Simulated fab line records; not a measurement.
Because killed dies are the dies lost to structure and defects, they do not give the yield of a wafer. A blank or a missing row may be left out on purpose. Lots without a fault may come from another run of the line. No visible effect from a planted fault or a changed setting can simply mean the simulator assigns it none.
Which tool was responsible? ; flow sky130 ; 11 lots, 33 wafers sampled, at 5 steps of a route of 708

== WHAT THE GAUGES READ, wafer by wafer ==
SKY_VT_ADJUST_NCORE_OVL_MEAS_08. Usual: for VT_ADJUST_NCORE_OVL the level is -0.5 nm and the standard deviation is 1.5.
lot;measured;on;VT_ADJUST_NCORE_OVL (nm);flag
L237;day 8 19:56;overlay-02;2.6 1.2 1.3;
L238;day 9 01:15;overlay-01;-0.4 0.7 2.3;
L239;day 9 04:49;overlay-01;1.3 0.8 0.2;
L242;day 10 07:49;overlay-02;0.7 0.2 0.3;
L243;day 10 17:32;overlay-01;-3.2 -2.3 -1.6;
L244;day 10 22:58;overlay-01;-1.5 -2.7 -2.1;
L245;day 11 05:27;overlay-01;132.5 130.5 133.3;OFF
L246;day 11 08:14;overlay-01;131.0 132.6 130.5;OFF
L248;day 12 04:39;overlay-02;129.3 130.1 128.2;OFF
L250;day 12 18:19;overlay-02;-0.4 0.6 0.3;
L254;day 13 22:48;overlay-02;0.9 -0.1 -1.7;

SKY_SONOS_TUNNEL_OVL_MEAS_08. Usual: for SONOS_TUNNEL_OVL the level is 0.0 nm and the standard deviation is 1.3.
lot;measured;on;SONOS_TUNNEL_OVL (nm);flag
L237;day 11 15:19;overlay-01;-1.4 -1.5 -1.2;
L238;day 11 22:16;overlay-02;1.8 -0.3 0.5;
L239;day 12 01:34;overlay-01;-0.1 -0.3 -0.3;
L242;day 13 07:28;overlay-01;-1.4 2.0 1.8;
L243;day 13 18:35;overlay-01;0.1 -0.2 0.7;
L244;day 14 01:49;overlay-01;0.6 0.7 1.2;
L245;day 14 06:51;overlay-01;-0.3 1.6 1.9;
L246;day 14 09:40;overlay-01;-1.8 -1.4 -1.9;
L248;day 15 08:54;overlay-02;1.1 1.2 0.8;
L250;day 16 00:31;overlay-01;2.3 1.4 2.3;
L254;day 17 07:15;overlay-01;-0.1 0.1 0.5;

== WHAT TOOL EACH LOT RAN ON (gives the tool, then ch and the chambers of the sampled wafers, and finally the start) ==
lot;SKY_NWELL_STRIP_14;SKY_NWELL_STRIP_25;SKY_VT_ADJUST_NCORE_EXPOSE_04
L237;plasma-asher-02 ch 0,1, day 4 20:07;plasma-asher-02 ch 0,1, day 5 13:56;iline-stepper-02 ch 0, day 8 10:16
L238;plasma-asher-02 ch 0,1, day 4 23:44;plasma-asher-02 ch 0,1, day 5 17:19;iline-stepper-02 ch 0, day 8 14:52
L239;plasma-asher-04 ch 0,1, day 5 02:33;plasma-asher-01 ch 0,1, day 5 20:19;iline-stepper-02 ch 0, day 8 18:16
L242;plasma-asher-02 ch 0,1, day 5 23:33;plasma-asher-01 ch 0,1, day 6 18:44;iline-stepper-01 ch 0, day 9 21:04
L243;plasma-asher-04 ch 0,1, day 6 07:29;plasma-asher-02 ch 0,1, day 7 03:22;iline-stepper-01 ch 0, day 10 06:26
L244;plasma-asher-02 ch 0,1, day 6 11:59;plasma-asher-01 ch 0, day 7 07:31;iline-stepper-02 ch 0, day 10 11:57
L245;plasma-asher-04 ch 0,1, day 6 17:56;plasma-asher-01 ch 0,1, day 7 13:43;iline-stepper-02 ch 0, day 10 18:20
L246;plasma-asher-02 ch 0,1, day 6 20:35;plasma-asher-02 ch 0,1, day 7 16:35;iline-stepper-02 ch 0, day 10 20:37
L248;plasma-asher-04 ch 1, day 7 13:31;plasma-asher-04 ch 0,1, day 8 09:59;iline-stepper-02 ch 0, day 11 16:57
L250;plasma-asher-02 ch 0,1, day 8 01:09;plasma-asher-04 ch 0,1, day 8 22:10;iline-stepper-01 ch 0, day 12 06:41
L254;plasma-asher-01 ch 0,1, day 8 23:08;plasma-asher-02 ch 0, day 9 21:10;iline-stepper-01 ch 0, day 13 10:52
- SKY_NWELL_STRIP_14: strips in O2/N2.
- SKY_NWELL_STRIP_25: strips in O2/N2.
- SKY_VT_ADJUST_NCORE_EXPOSE_04: exposes mask LVTN COMPLEMENT THIN, target cd 380 nm.

== WHAT THE TOOLS THEMSELVES READ (means of the sampled wafers that have a number; where no wafer has one, the mark that the record gives instead) ==
SKY_NWELL_STRIP_14. Usual: drypump-motor-current-A 5.8 A, standard deviation 0.38; oes-product-au 0.723 a.u., standard deviation 0.0047; strip-time-to-endpoint-s 36.91 s, standard deviation 0.094.
lot;tool;drypump-motor-current-A (A);oes-product-au (a.u.);strip-time-to-endpoint-s (s);flag
L237;plasma-asher-02;5.4;0.723;36.99;
L238;plasma-asher-02;5.4;0.719;36.83;
L239;plasma-asher-04;5.9;0.723;36.83;
L242;plasma-asher-02;5.4;0.721;36.97;
L243;plasma-asher-04;5.9;0.724;37.04;
L244;plasma-asher-02;5.6;0.726;36.95;
L245;plasma-asher-04;6.1;0.724;36.80;
L246;plasma-asher-02;5.4;0.724;37.01;
L248;plasma-asher-04;6.2;0.722;36.89;
L250;plasma-asher-02;5.6;0.728;36.99;
L254;plasma-asher-01;5.4;0.724;36.85;

SKY_NWELL_STRIP_25. Usual: drypump-motor-current-A 5.6 A, standard deviation 0.36; oes-product-au 0.722 a.u., standard deviation 0.0044; strip-time-to-endpoint-s 36.93 s, standard deviation 0.13.
lot;tool;drypump-motor-current-A (A);oes-product-au (a.u.);strip-time-to-endpoint-s (s);flag
L237;plasma-asher-02;5.4;0.722;36.94;
L238;plasma-asher-02;5.6;0.720;36.86;
L239;plasma-asher-01;5.4;0.727;36.88;
L242;plasma-asher-01;5.4;0.723;37.07;
L243;plasma-asher-02;5.6;0.723;36.87;
L244;plasma-asher-01;5.3;0.722;36.78;
L245;plasma-asher-01;5.4;0.726;36.87;
L246;plasma-asher-02;5.6;0.719;36.80;
L248;plasma-asher-04;6.1;0.722;37.04;
L250;plasma-asher-04;5.9;0.722;37.05;
L254;plasma-asher-02;5.8;0.723;37.04;

SKY_VT_ADJUST_NCORE_EXPOSE_04. Usual: 138.98 for exposure-dose-mJ-cm2, sd 0.13.
lot;tool;exposure-dose-mJ-cm2;flag
L237;iline-stepper-02;139.09;
L238;iline-stepper-02;139.09;
L239;iline-stepper-02;139.17;
L242;iline-stepper-01;138.74;
L243;iline-stepper-01;139.01;
L244;iline-stepper-02;139.06;
L245;iline-stepper-02;138.90;
L246;iline-stepper-02;138.98;
L248;iline-stepper-02;139.11;
L250;iline-stepper-01;138.95;
L254;iline-stepper-01;138.95;

== THE ANSWER, worked out from the rows above alone ==
Rule: a lot counts as off when the mean over its wafers that have a number is more than 3 standard deviations away from the usual mean. A lot without any number at a reading at which 4 lots or more have one is off too. Any other lot the step has rows for is counted as sound. After the gauges, taken in route order, come the tools' own readings; for these a lot's mean is taken, as printed above. At the first step where some lot is off, the reading lying furthest off is the one used; lots without a number count as furthest.
Off: L245, L246, L248, at SKY_VT_ADJUST_NCORE_OVL_MEAS_08 (VT_ADJUST_NCORE_OVL).
If a tool, at a process step before that reading, ran all the lots that are off and no sound lot after the first of them, it fits. Those tools and the gauges at SKY_VT_ADJUST_NCORE_OVL_MEAS_08 are tried in the same way. One candidate fits, namely iline-stepper-02 at SKY_VT_ADJUST_NCORE_EXPOSE_04. Its last sound lot is L244 (day 10 11:57), its first lot that is off L245 (day 10 18:20): a fault that began between those two fits.

== WHAT WAS PUT IN BY THE SIMULATOR ==
Scanner matching overlay: iline-stepper-02, from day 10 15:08 on, at SKY_VT_ADJUST_NCORE_EXPOSE_04. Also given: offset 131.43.
Shown lots that were struck: L245, L246, L248. This agrees with what the rule above found.
